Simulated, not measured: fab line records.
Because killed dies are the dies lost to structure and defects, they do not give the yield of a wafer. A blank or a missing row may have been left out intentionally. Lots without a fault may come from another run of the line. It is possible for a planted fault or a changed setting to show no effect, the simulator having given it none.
Which tool was responsible? + flow sky130 + 13 lots with 39 wafers sampled at 5 steps, on a route of 708 steps

WHAT THE GAUGES READ, wafer by wafer
Not one reading of a measure or inspect step in the record can be checked against a usual standard deviation.

WHAT TOOL EACH LOT RAN ON (gives the tool, then ch and the chambers of the sampled wafers, and finally the start)
| lot  | SKY_CONTACT_CVD_00              | SKY_CONTACT_ETCH_16                | SKY_CONTACT_STRIP_20            | SKY_CONTACT_CVD_24            | SKY_PAD_OPEN_PROBE_99   |
|------|---------------------------------|------------------------------------|---------------------------------|-------------------------------|-------------------------|
| L951 | pecvd-03 ch 0,2, day 31 04:42   | rie-diel-01 ch 1,3, day 32 08:35   | wet-bench-02 ch 1, day 32 08:50 | cvd-w-01 ch 0,1, day 32 09:23 | prober-02, day 46 18:03 |
| L953 | pecvd-02 ch 0,1, day 31 19:38   | rie-diel-02 ch 1,3, day 33 00:35   | wet-bench-03 ch 2, day 33 00:50 | cvd-w-01 ch 0,1, day 33 01:23 | prober-02, day 47 08:17 |
| L954 | pecvd-01 ch 0,2, day 32 02:51   | rie-diel-01 ch 2,3, day 33 06:52   | wet-bench-03 ch 0, day 33 07:06 | cvd-w-02 ch 0,1, day 33 07:43 | prober-01, day 47 13:15 |
| L956 | pecvd-01 ch 0,1, day 33 04:49   | rie-diel-01 ch 2,3, day 34 08:14   | wet-bench-03 ch 1, day 34 08:29 | cvd-w-02 ch 0,1, day 34 09:04 | prober-01, day 48 07:01 |
| L958 | pecvd-03 ch 0,1, day 33 14:19   | rie-diel-04 ch 0,2,3, day 34 18:13 | wet-bench-02 ch 2, day 34 18:27 | cvd-w-02 ch 0,1, day 34 19:01 | prober-01, day 48 14:28 |
| L959 | pecvd-03 ch 1,2, day 34 05:32   | rie-diel-01 ch 2,3, day 35 09:50   | wet-bench-01 ch 1, day 35 10:05 | cvd-w-02 ch 1, day 35 10:38   | prober-02, day 49 03:06 |
| L960 | pecvd-02 ch 0,1, day 34 08:19   | rie-diel-01 ch 1,2,3, day 35 11:52 | wet-bench-03 ch 2, day 35 12:06 | cvd-w-02 ch 1, day 35 12:40   | prober-01, day 49 04:06 |
| L965 | pecvd-01 ch 0,1,2, day 35 11:34 | rie-diel-01 ch 0,2,3, day 36 15:53 | wet-bench-02 ch 1, day 36 16:08 | cvd-w-02 ch 0,1, day 36 16:43 | prober-01, day 50 00:40 |
| L966 | pecvd-02 ch 0,1, day 35 14:08   | rie-diel-04 ch 0,2, day 36 18:16   | wet-bench-02 ch 1, day 36 18:30 | cvd-w-01 ch 0,1, day 36 19:08 | prober-01, day 50 02:38 |
| L967 | pecvd-02 ch 0, day 36 02:48     | rie-diel-04 ch 0,1,3, day 37 06:14 | wet-bench-01 ch 1, day 37 06:29 | cvd-w-02 ch 0,1, day 37 07:02 | prober-02, day 50 07:33 |
| L970 | pecvd-01 ch 1,2, day 36 20:37   | rie-diel-04 ch 0,1,3, day 37 23:41 | wet-bench-03 ch 3, day 37 23:56 | cvd-w-01 ch 0,1, day 38 00:32 | prober-01, day 50 20:25 |
| L971 | pecvd-03 ch 1,2, day 37 02:47   | rie-diel-04 ch 1,2,3, day 38 05:38 | wet-bench-03 ch 0, day 38 05:53 | cvd-w-01 ch 0,1, day 38 06:28 | prober-02, day 50 22:03 |
| L974 | pecvd-01 ch 0,1,2, day 38 03:28 | rie-diel-02 ch 0,1,3, day 39 06:02 | wet-bench-01 ch 3, day 39 06:16 | cvd-w-02 ch 0, day 39 06:55   | prober-01, day 51 17:10 |
- SKY_CONTACT_CVD_00: deposits Si3N4, target thk 75 nm.
- SKY_CONTACT_ETCH_16: etches BARC in N2/H2, stops on SiO2, time 45.9 s, target depth 60 nm.
- SKY_CONTACT_STRIP_20: strips in post etch residue remover, time 1200 s.
- SKY_CONTACT_CVD_24: deposits W, target thk 340 nm, time 102.12 s.
- SKY_PAD_OPEN_PROBE_99

AS READ BY THE TOOLS THEMSELVES (means over the sampled wafers that have a number; for cases with no such wafer, the mark the record gives instead)
SKY_CONTACT_CVD_00.
| lot  | tool     | heater-power-w (W) | rf-fwd-power-W (W) |
|------|----------|--------------------|--------------------|
| L951 | pecvd-03 | 643                | 445.7              |
| L953 | pecvd-02 | 625                | 442.9              |
| L954 | pecvd-01 | 649                | 440.2              |
| L956 | pecvd-01 | 721                | 443.4              |
| L958 | pecvd-03 | 688                | 445.2              |
| L959 | pecvd-03 | 688                | 444.6              |
| L960 | pecvd-02 | 736                | 444.8              |
| L965 | pecvd-01 | 707                | 443.1              |
| L966 | pecvd-02 | 727                | 447.0              |
| L967 | pecvd-02 | 661                | 444.6              |
| L970 | pecvd-01 | 604                | 441.7              |
| L971 | pecvd-03 | 775                | 444.6              |
| L974 | pecvd-01 | 680                | 443.0              |

SKY_CONTACT_ETCH_16.
| lot  | tool        | drypump-motor-current-A (A) | oes-product-au (a.u.) | rf-fwd-power-W (W) | throttle-valve-pct (%) |
|------|-------------|-----------------------------|-----------------------|--------------------|------------------------|
| L951 | rie-diel-01 | 6.2                         | 0.857                 | 496.8              | 13.217                 |
| L953 | rie-diel-02 | 6.0                         | 0.856                 | 498.7              | 13.227                 |
| L954 | rie-diel-01 | 6.1                         | 0.853                 | 497.8              | 13.229                 |
| L956 | rie-diel-01 | 6.1                         | 0.858                 | 495.0              | 13.213                 |
| L958 | rie-diel-04 | 5.7                         | 0.852                 | 494.7              | 13.229                 |
| L959 | rie-diel-01 | 6.1                         | 0.858                 | 494.2              | 13.223                 |
| L960 | rie-diel-01 | 6.1                         | 0.853                 | 495.5              | 13.225                 |
| L965 | rie-diel-01 | 6.0                         | 0.861                 | 496.0              | 13.228                 |
| L966 | rie-diel-04 | 5.8                         | 0.853                 | 493.4              | 13.224                 |
| L967 | rie-diel-04 | 6.0                         | 0.861                 | 494.7              | 13.223                 |
| L970 | rie-diel-04 | 6.0                         | 0.850                 | 494.9              | 13.223                 |
| L971 | rie-diel-04 | 5.7                         | 0.853                 | 495.1              | 13.219                 |
| L974 | rie-diel-02 | 5.9                         | 0.854                 | 495.1              | 13.228                 |

SKY_CONTACT_STRIP_20.
| lot  | tool         | bath-guard-temp-C (C) | temp-c (C) |
|------|--------------|-----------------------|------------|
| L951 | wet-bench-02 | 73.7                  | 72.55      |
| L953 | wet-bench-03 | 72.5                  | 72.40      |
| L954 | wet-bench-03 | 72.7                  | 72.39      |
| L956 | wet-bench-03 | 71.8                  | 72.43      |
| L958 | wet-bench-02 | 72.1                  | 72.68      |
| L959 | wet-bench-01 | 72.6                  | 72.43      |
| L960 | wet-bench-03 | 72.7                  | 72.38      |
| L965 | wet-bench-02 | 77.1                  | 75.90      |
| L966 | wet-bench-02 | 77.4                  | 75.96      |
| L967 | wet-bench-01 | 72.5                  | 72.49      |
| L970 | wet-bench-03 | 73.4                  | 72.28      |
| L971 | wet-bench-03 | 72.9                  | 72.48      |
| L974 | wet-bench-01 | 72.7                  | 72.44      |

SKY_CONTACT_CVD_24.
| lot  | tool     | heater-power-w (W) |
|------|----------|--------------------|
| L951 | cvd-w-01 | 834                |
| L953 | cvd-w-01 | 846                |
| L954 | cvd-w-02 | 850                |
| L956 | cvd-w-02 | 861                |
| L958 | cvd-w-02 | 871                |
| L959 | cvd-w-02 | 913                |
| L960 | cvd-w-02 | 916                |
| L965 | cvd-w-02 | 877                |
| L966 | cvd-w-01 | 864                |
| L967 | cvd-w-02 | 872                |
| L970 | cvd-w-01 | 861                |
| L971 | cvd-w-01 | 847                |
| L974 | cvd-w-02 | 770                |

SKY_PAD_OPEN_PROBE_99.
| lot  | tool      | killed_at_M0_to_M3 | killed_at_M4_up | killed-at-contacts | killed-at-front-end | killed-at-other | killed-dies | killed-open | killed-short |
|------|-----------|--------------------|-----------------|--------------------|---------------------|-----------------|-------------|-------------|--------------|
| L951 | prober-02 | 42                 | 1.7             | 26                 | 18                  | 2.3             | 89          | 47          | 40           |
| L953 | prober-02 | 46                 | 3.0             | 22                 | 11                  | 0.0             | 83          | 43          | 39           |
| L954 | prober-01 | 39                 | 2.7             | 24                 | 18                  | 0.3             | 84          | 44          | 41           |
| L956 | prober-01 | 45                 | 1.7             | 20                 | 16                  | 0.0             | 83          | 42          | 41           |
| L958 | prober-01 | 35                 | 2.7             | 25                 | 15                  | 0.3             | 78          | 44          | 34           |
| L959 | prober-02 | 41                 | 1.3             | 24                 | 18                  | 0.0             | 84          | 44          | 39           |
| L960 | prober-01 | 46                 | 3.0             | 19                 | 16                  | 0.7             | 84          | 47          | 37           |
| L965 | prober-01 | 48                 | 3.7             | 27                 | 12                  | 0.0             | 90          | 52          | 38           |
| L966 | prober-01 | 34                 | 1.3             | 24                 | 15                  | 0.7             | 75          | 42          | 32           |
| L967 | prober-02 | 52                 | 6.0             | 34                 | 19                  | 0.0             | 111         | 59          | 53           |
| L970 | prober-01 | 43                 | 1.7             | 23                 | 11                  | 0.7             | 80          | 42          | 37           |
| L971 | prober-02 | 44                 | 2.0             | 25                 | 21                  | 0.0             | 92          | 50          | 40           |
| L974 | prober-01 | 41                 | 2.7             | 22                 | 22                  | 0.3             | 89          | 49          | 39           |

THE ANSWER, worked out from the rows above alone
Rule: the usual values come from the lots themselves. The widest of any qualifying gaps counts: lots, ordered by their means at a reading, are off when they make up no more than a third of the lots, leave a main group of 4 or more, and stand apart from it by 3 or more times the standard deviation of that group's means. If all means in a main group match to the digits the tables above print for the reading, that group is not used. A lot without any number at a reading at which 4 lots or more have one is off too. The other lots that the step has rows for count as sound. The gauges are gone through in route order, then the tools' own readings, and for those a lot's mean is taken as printed above. At the first step where some lot is off, the reading lying furthest off is the one used; lots without a number count as furthest.
Off, at SKY_CONTACT_STRIP_20 on temp-c: L965, L966. Main group: mean 72.45 C, sd 0.098.
If a tool, at that step or one of the process steps before it, ran each lot that is off and ran no sound lot following the first of them, it fits. One fits: SKY_CONTACT_STRIP_20 on wet-bench-02. Its last sound lot is L958 (day 34 18:27), its first lot that is off L965 (day 36 16:08): a fault that began between those two fits.
The tool's own readings at SKY_CONTACT_STRIP_20 bear it out: on the lots that are off they differ by more than 5 times the standard deviation of the sound lots' means. bath-guard-temp-C reads 77.2 C there against 72.7 C on the sound lots; temp-c reads 75.93 C there against 72.45 C on the sound lots.

WHAT WAS PUT IN BY THE SIMULATOR
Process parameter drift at SKY_CONTACT_STRIP_20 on wet-bench-02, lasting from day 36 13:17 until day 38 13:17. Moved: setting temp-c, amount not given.
Struck lots among those shown: L965, L966. The rule given above showed the same thing.
